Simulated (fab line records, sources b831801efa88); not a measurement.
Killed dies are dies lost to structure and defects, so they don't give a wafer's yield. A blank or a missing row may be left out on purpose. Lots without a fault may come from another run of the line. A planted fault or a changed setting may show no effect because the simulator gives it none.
fab line records | flow gf180mcu | part 2 of 2: steps 28 to 36 of 36
record lots=5 wafers=15 last_day=34
route steps=602 shown M3@414 V3@429
lots that met no fault: from a run of the same line without faults
start_h: hours from the record's first day to the start of the lot's first wafer shown | wait_h: hours since the lot's step before | " the same as in the row above | L1.1+2: a row that stands for several wafers | - no value, or no start given | * or withheld: withheld | < > ~ a bound
route shown NAME@n: a module of which the file shows steps, and the number in the route of the first | usual: mean/standard deviation of fault-free wafers | same: alike in all rows | chamber/n: place in a boat | sites: the reading at each site | _std_site: their standard deviation | _edge_site: outer sites' mean less inner sites' | radius_mm: how far each site lies from the wafer's centre | mask NAME#n: copy n | behind: the tool/chamber that last shaped the wafer | hold: why the lot was held/for how many hours/how that ended | device: the transistor (n, p or np) that didn't switch | end of line: the same wafers' tests at the end of the route | a step without rows: its recipe alone | killed: dies lost to structure and defects at the first sort, not the wafer's yield | map: a wafer's dies, x killed, . not, _ none there
set.NAME: the setting as run; set.NAME@STEP: as run at that earlier step | model.NAME: the simulator's own value behind a step, which no gauge read
lots at some steps of the route; a table a step, a row a wafer
services: from which hour (start_h, from the record's first day; less than 0 if before it) a tool's chamber was out of use, for how many hours, and why
## steps
# step GF_V3_PEB_12
# recipe peb_temp_c=135 peb_time_s=90 resist=KrF
# usual resist_line_temp_C=23.03/0.11
# columns lot.wafer tool chamber start_h wait_h resist_line_temp_C
L076.3 litho_track-04 0 - - 22.94
L076.5 " 0 " " 22.94
L076.6 " 0 " " 22.87
L077.1 litho_track-04 0 - - 23.28
L077.4 " 0 " " 23.16
L077.6 " 0 " " 23.17
L082.1 litho_track-04 0 - - 22.94
L082.4 " 0 " " 23.11
L082.6 " 0 " " 22.96
L090.2 litho_track-03 0 - - 23.04
L090.3 " 0 " " 22.98
L090.4 " 0 " " 23.07
L094.1 litho_track-03 0 - - 22.87
L094.2 " 0 " " 23.05
L094.4 " 0 " " 23.14
# step GF_V3_DEVELOP_13
# recipe develop_time_s=60 resist=KrF dev_temp_c=21
# usual resist_line_temp_C=23.01/0.099
# columns lot.wafer tool chamber start_h wait_h resist_line_temp_C
L076.3 litho_track-04 0 543.26 0.1 22.83
L076.5 " 0 " " 22.97
L076.6 " 0 " " 22.98
L077.1 litho_track-04 0 546.56 0.2 23.00
L077.4 " 0 " " 23.00
L077.6 " 0 " " 23.05
L082.1 litho_track-04 0 596.76 0.2 23.11
L082.4 " 0 " " 22.99
L082.6 " 0 " " 23.10
L090.2 litho_track-03 0 639.96 0.2 23.16
L090.3 " 0 " " 22.99
L090.4 " 0 " " 23.13
L094.1 litho_track-03 0 675.44 0.2 22.96
L094.2 " 0 " " 23.10
L094.4 " 0 " " 22.91
# step GF_V3_CD_MEAS_14
# recipe target_cd_nm=260
# usual cd_nm=260.4/0.94
# columns lot.wafer tool chamber start_h wait_h cd_nm
L076.3 cd_sem-01 - 543.40 0.1 260.1
L076.5 " - " " 262.3
L076.6 " - " " 260.8
L077.1 cd_sem-02 - 546.71 0.1 260.3
L077.4 " - " " 261.6
L077.6 " - " " 260.2
L082.1 cd_sem-01 - 596.91 0.1 260.6
L082.4 " - " " 259.4
L082.6 " - " " 259.5
L090.2 cd_sem-01 - 640.11 0.1 260.6
L090.3 " - " " 260.9
L090.4 " - " " 262.5
L094.1 cd_sem-01 - 675.59 0.1 259.4
L094.2 " - " " 259.0
L094.4 " - " " 259.3
# step GF_V3_OVL_MEAS_15
# usual V3_OVL=-3/5
# columns lot.wafer tool chamber start_h wait_h V3_OVL[nm]
L076.3 overlay-02 - 543.49 0.1 0
L076.5 " - " " 6
L076.6 " - " " 4
L077.1 overlay-02 - 546.83 0.1 3
L077.4 " - " " 3
L077.6 " - " " 10
L082.1 overlay-02 - 597.03 0.1 -7
L082.4 " - " " -3
L082.6 " - " " -2
L090.2 overlay-01 - 640.21 0.1 -1
L090.3 " - " " -4
L090.4 " - " " 4
L094.1 overlay-02 - 675.71 0.1 -3
L094.2 " - " " -5
L094.4 " - " " 0
# step GF_V3_ETCH_16
# recipe chemistry=N2/H2 target_depth_a=withheld overetch_a=withheld time_s=withheld target=BARC ion_energy_ev=200 source_w=500 bias_w=100 pressure_mtorr=30 n2_flow_sccm=100 h2_flow_sccm=200
# usual drypump_motor_current_A=5.6/0.47 oes_product_au=0.855/0.0047 rf_fwd_power_W=495.2/1.8 throttle_valve_pct=13.225/0.009
# columns lot.wafer tool chamber start_h wait_h drypump_motor_current_A oes_product_au rf_fwd_power_W throttle_valve_pct
L076.3 rie_diel-03 0 543.52 0.0 5.9 0.859 497.5 13.216
L076.5 " 1 " " 5.8 0.856 495.3 13.228
L076.6 " 0 " " 5.9 0.860 499.2 13.216
L077.1 rie_diel-03 3 546.86 0.0 5.4 0.854 497.6 13.228
L077.4 " 2 " " 5.8 0.857 497.0 13.207
L077.6 " 1 " " 5.8 0.852 496.4 13.222
L082.1 rie_diel-04 3 597.06 0.0 5.4 0.859 494.1 13.233
L082.4 " 3 " " 5.4 0.852 496.8 13.238
L082.6 " 1 " " 6.2 0.856 495.9 13.214
L090.2 rie_diel-01 3 640.24 0.0 5.3 0.846 492.8 13.218
L090.3 " 2 " " 6.0 0.855 495.8 13.220
L090.4 " 1 " " 4.8 0.856 495.6 13.232
L094.1 rie_diel-04 1 675.74 0.0 6.2 0.852 496.2 13.232
L094.2 " 2 " " 6.5 0.847 491.9 13.214
L094.4 " 0 " " 5.6 0.851 493.8 13.222
# step GF_V3_ETCH_17
# recipe chemistry=C4F8/O2/Ar mask_material=KrF target=SiO2 stop_on=TiN source_w=1500 bias_w=1200 pressure_mtorr=40 c4f8_flow_sccm=withheld O2_flow_sccm=6 Ar_flow_sccm=300 time_s=withheld target_depth_a=6350
# usual oes_product_au=0.856/0.0043 rf_fwd_power_W=1492/5.1
# columns lot.wafer tool chamber start_h wait_h oes_product_au rf_fwd_power_W
L076.3 rie_diel-03 0 - - 0.857 1487
L076.5 " 1 " " 0.855 1491
L076.6 " 0 " " 0.860 1487
L077.1 rie_diel-03 3 - - 0.853 1485
L077.4 " 2 " " 0.847 1501
L077.6 " 1 " " 0.851 1494
L082.1 rie_diel-04 3 - - 0.854 1483
L082.4 " 3 " " 0.849 1492
L082.6 " 1 " " 0.848 1490
L090.2 rie_diel-01 3 - - 0.856 1487
L090.3 " 2 " " 0.854 1494
L090.4 " 1 " " 0.855 1493
L094.1 rie_diel-04 1 - - 0.856 1485
L094.2 " 2 " " 0.857 1491
L094.4 " 0 " " 0.856 1492
# step GF_V3_STRIP_18
# recipe chemistry=O2/N2 power_w=1400 pressure_mtorr=1500 platen_temp_c=250 o2_flow_sccm=3000 n2_flow_sccm=300 overash_fraction=0.5
# usual drypump_motor_current_A=5.9/0.59 heater_power_w=334/24 oes_product_au=0.592/0.0047
# columns lot.wafer tool chamber start_h wait_h drypump_motor_current_A heater_power_w oes_product_au rf_hours_counter_h
L076.3 plasma_asher-03 1 543.68 - 5.9 368 0.596 -
L076.5 " 0 " " 6.7 354 0.590 -
L076.6 " 1 " " 6.0 363 0.597 -
L077.1 plasma_asher-04 1 546.99 - 5.6 310 0.594 44
L077.4 " 0 " " 5.2 333 0.592 -
L077.6 " 0 " " 5.2 330 0.594 -
L082.1 plasma_asher-03 1 597.19 - 5.9 358 0.588 82
L082.4 " 0 " " 6.7 361 0.596 -
L082.6 " 0 " " 6.7 355 0.587 -
L090.2 plasma_asher-02 0 640.37 - 5.3 338 0.596 98
L090.3 " 0 " " 5.3 331 0.586 -
L090.4 " 1 " " 6.5 299 0.591 -
L094.1 plasma_asher-03 1 675.87 - 6.0 354 0.587 91
L094.2 " 0 " " 6.8 364 0.598 91
L094.4 " 0 " " 6.8 352 0.591 -
# step GF_V3_STRIP_19
# recipe chemistry=post_etch_residue_remover time_s=1200 temp_c=72.5
# columns lot.wafer tool chamber start_h wait_h
L076.3+5+6 wet_bench-03 3 543.74 0.0
L077.1+4+6 wet_bench-02 1 547.09 0.1
L082.1+4+6 wet_bench-03 2 597.29 0.1
L090.2+3+4 wet_bench-03 1 640.47 0.1
L094.1+2+4 wet_bench-04 1 675.97 0.1
# step GF_V3_CLEAN_20
# recipe chemistry=DIW dry=n2_spin
# columns lot.wafer tool chamber start_h wait_h
L076.3+5+6 wet_bench-02 2 544.12 0.0
L077.1+4+6 wet_bench-04 1 547.47 0.0
L082.1+4+6 wet_bench-04 1 597.67 0.0
L090.2+3+4 wet_bench-02 2 640.85 0.0
L094.1+2+4 wet_bench-02 0 676.31 0.0
## services
# columns tool chamber start_h hours kind
krf_scanner-02 - 497.38 1.0 pm
cmp-02 - 503.87 0.4 repair
rie_diel-04 3 509.49 5.6 repair
krf_scanner-02 - 510.49 3.1 repair
krf_scanner-01 - 536.21 3.0 pm
krf_scanner-01 - 539.34 8.0 repair
cmp-02 - 546.98 0.8 repair
rie_diel-03 1 554.37 8.2 repair
cmp-02 - 556.03 2.1 repair
krf_scanner-01 - 564.83 1.3 pm
krf_scanner-02 - 572.75 0.8 pm
rie_diel-04 - 588.68 0.9 repair
cmp-02 - 596.49 8.9 repair
wet_bench-01 - 599.33 1.1 repair
cmp-02 - 605.36 5.1 pm
krf_scanner-01 - 612.46 0.6 repair
rie_diel-03 2 614.00 3.1 repair
krf_scanner-02 - 620.85 3.4 repair
krf_scanner-02 - 640.14 1.3 pm
rie_diel-04 3 640.55 8.7 repair
krf_scanner-01 - 645.19 1.0 pm
krf_scanner-01 - 647.26 0.8 pm
krf_scanner-01 - 659.62 4.4 pm
krf_scanner-02 - 666.38 1.0 pm
